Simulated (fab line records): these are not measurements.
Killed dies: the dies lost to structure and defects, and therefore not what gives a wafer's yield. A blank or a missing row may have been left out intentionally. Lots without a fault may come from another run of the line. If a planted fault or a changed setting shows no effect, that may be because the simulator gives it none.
A sampling plan put to the test ; flow sky130 ; 23 faults told of in these records, all on one fab line, each judged by the records of the lots it struck
The line's own looks make up the plan; these are the steps of the route where a gauge or inspection reads the wafer and leaves it unchanged. Where struck wafers have a number at a look and the file lists that look's usual mean and standard deviation on fault-free wafers, the look can be judged. Caught: 4 or more of those standard deviations (sigma) separate the usual mean from the mean of the struck wafers at a look after the fault's first step. On the tool: the identical test, applied to the tool's own readings at the steps of the fault. Caught also covers a different recipe on the struck wafers, or a record left blank for those wafers only.

== THE FAULTS, as the simulator had put them in ==
1. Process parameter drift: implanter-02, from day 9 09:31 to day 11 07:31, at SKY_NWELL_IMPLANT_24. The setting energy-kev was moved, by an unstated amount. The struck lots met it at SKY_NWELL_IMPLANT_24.
2. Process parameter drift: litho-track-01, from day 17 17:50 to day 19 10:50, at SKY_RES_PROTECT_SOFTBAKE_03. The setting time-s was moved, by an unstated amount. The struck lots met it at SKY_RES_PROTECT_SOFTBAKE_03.
3. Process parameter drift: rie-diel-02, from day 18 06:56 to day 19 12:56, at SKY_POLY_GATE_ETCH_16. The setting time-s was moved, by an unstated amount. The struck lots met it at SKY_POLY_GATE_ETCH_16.
4. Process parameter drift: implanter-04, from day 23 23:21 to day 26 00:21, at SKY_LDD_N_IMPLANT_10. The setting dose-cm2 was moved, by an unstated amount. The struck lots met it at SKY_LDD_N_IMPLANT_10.
5. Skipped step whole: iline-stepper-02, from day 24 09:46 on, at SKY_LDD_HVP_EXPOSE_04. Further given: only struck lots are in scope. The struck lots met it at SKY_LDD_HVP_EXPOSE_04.
6. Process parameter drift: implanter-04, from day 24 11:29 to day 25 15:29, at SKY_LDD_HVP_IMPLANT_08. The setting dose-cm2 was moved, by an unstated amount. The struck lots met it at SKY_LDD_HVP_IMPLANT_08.
7. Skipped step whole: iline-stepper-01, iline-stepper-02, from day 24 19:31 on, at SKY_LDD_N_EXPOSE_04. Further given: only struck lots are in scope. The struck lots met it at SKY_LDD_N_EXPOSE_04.
8. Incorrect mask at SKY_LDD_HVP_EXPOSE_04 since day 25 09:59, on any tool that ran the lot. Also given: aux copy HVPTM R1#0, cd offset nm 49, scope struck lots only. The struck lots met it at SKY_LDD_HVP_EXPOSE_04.
9. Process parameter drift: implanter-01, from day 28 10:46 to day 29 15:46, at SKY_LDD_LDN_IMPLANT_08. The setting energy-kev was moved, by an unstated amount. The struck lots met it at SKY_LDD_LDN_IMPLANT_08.
10. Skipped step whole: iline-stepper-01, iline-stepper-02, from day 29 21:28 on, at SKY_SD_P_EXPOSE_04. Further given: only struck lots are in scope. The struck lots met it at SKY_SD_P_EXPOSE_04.
11. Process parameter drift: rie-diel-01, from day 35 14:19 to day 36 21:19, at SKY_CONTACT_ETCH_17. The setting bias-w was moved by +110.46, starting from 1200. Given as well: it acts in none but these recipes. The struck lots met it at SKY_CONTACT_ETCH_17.
12. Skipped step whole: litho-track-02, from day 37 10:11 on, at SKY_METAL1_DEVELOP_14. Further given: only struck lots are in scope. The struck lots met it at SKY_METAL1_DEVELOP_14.
13. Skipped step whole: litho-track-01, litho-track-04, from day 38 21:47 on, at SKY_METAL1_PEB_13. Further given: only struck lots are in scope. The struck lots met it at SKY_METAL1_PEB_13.
14. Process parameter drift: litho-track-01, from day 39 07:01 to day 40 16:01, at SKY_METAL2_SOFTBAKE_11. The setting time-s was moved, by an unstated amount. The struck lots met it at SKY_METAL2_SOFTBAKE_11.
15. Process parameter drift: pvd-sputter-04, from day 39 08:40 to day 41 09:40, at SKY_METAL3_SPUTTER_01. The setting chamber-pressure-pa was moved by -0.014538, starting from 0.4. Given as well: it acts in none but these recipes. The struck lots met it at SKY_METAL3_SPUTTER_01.
16. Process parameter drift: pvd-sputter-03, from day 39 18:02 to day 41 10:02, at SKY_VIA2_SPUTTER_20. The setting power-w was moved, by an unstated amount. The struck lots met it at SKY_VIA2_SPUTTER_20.
17. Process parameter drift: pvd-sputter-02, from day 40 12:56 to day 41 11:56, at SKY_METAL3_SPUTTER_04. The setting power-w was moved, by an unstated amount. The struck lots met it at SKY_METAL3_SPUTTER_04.
18. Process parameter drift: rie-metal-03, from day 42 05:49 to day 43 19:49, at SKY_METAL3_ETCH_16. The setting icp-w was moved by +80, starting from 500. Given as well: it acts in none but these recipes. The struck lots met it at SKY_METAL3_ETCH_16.
19. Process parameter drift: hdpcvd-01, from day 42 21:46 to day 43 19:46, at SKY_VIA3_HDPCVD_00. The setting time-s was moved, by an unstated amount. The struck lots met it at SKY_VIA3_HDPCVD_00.
20. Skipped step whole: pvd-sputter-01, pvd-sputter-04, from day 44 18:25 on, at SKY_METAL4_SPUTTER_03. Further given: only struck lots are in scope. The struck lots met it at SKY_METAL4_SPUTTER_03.
21. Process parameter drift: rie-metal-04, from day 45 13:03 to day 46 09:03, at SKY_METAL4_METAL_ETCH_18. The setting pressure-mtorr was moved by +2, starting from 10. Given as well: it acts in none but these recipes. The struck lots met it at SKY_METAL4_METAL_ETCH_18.
22. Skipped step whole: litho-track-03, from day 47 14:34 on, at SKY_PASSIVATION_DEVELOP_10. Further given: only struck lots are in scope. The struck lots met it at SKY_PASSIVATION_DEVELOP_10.
23. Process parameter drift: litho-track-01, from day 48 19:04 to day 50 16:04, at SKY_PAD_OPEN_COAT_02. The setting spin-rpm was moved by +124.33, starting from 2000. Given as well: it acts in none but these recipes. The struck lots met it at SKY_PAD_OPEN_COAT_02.

== WHAT THE PLAN SAW ==
fault;on the tool itself;first look that catches it;reading, sigma;median hours from its first step to that look;hours from the fault's start to the first struck lot there;judged looks passed uncaught
1;beam-energy-keV -99 or beyond sigma;none of the 2 looks that can be judged after it;-;-;-;2
2;heater-power-total-W +21 sigma;not the one look that can be judged after it;-;-;-;1
3;run-length-s -10 sigma;no look after it can be judged;-;-;-;0
4;dose-ions-cm2 +99 or beyond sigma;not the one look that can be judged after it;-;-;-;1
5;no reading that can be judged;not the one look that can be judged after it;-;-;-;1
6;dose-ions-cm2 +41 sigma;no look after it can be judged;-;-;-;0
7;no reading that can be judged;not the one look that can be judged after it;-;-;-;1
8;under 2 sigma;not the one look that can be judged after it;-;-;-;1
9;beam-energy-keV +99 or beyond sigma;not the one look that can be judged after it;-;-;-;1
10;no reading that can be judged;no look after it can be judged;-;-;-;0
11;bias-w +32 sigma;no look after it can be judged;-;-;-;0
12;the tool's record is blank for the struck wafers;no look after it can be judged;-;-;-;0
13;no reading that can be judged;no look after it can be judged;-;-;-;0
14;run-length-s -41 sigma;no look after it can be judged;-;-;-;0
15;chamber-pressure-pa -16 sigma;not the one look that can be judged after it;-;-;-;1
16;cathode-dc-power-W -99 or beyond sigma;not the one look that can be judged after it;-;-;-;1
17;cathode-dc-power-W -99 or beyond sigma;no look after it can be judged;-;-;-;0
18;rf-fwd-power-W +42 sigma;no look after it can be judged;-;-;-;0
19;run-length-s +12 sigma;no look after it can be judged;-;-;-;0
20;the tool's record is blank for the struck wafers;no look after it can be judged;-;-;-;0
21;chamber-pressure-mTorr +99 or beyond sigma;no look after it can be judged;-;-;-;0
22;the tool's record is blank for the struck wafers;no look after it can be judged;-;-;-;0
23;spin-speed-rpm +83 sigma;no look after it can be judged;-;-;-;0
A dash: the fault is not caught, or the number is missing from these records.

Caught at a look: 0 of 23. Caught on the tool: 18 of 23. By one or the other: 18 of 23.
Faults 1, 2, 3, 4, 6, 9, 11, 12, 14, 15, 16, 17, 18, 19, 20, 21, 22, 23 were caught on the tool alone.
Caught by neither: faults 5, 7, 8, 10, 13.
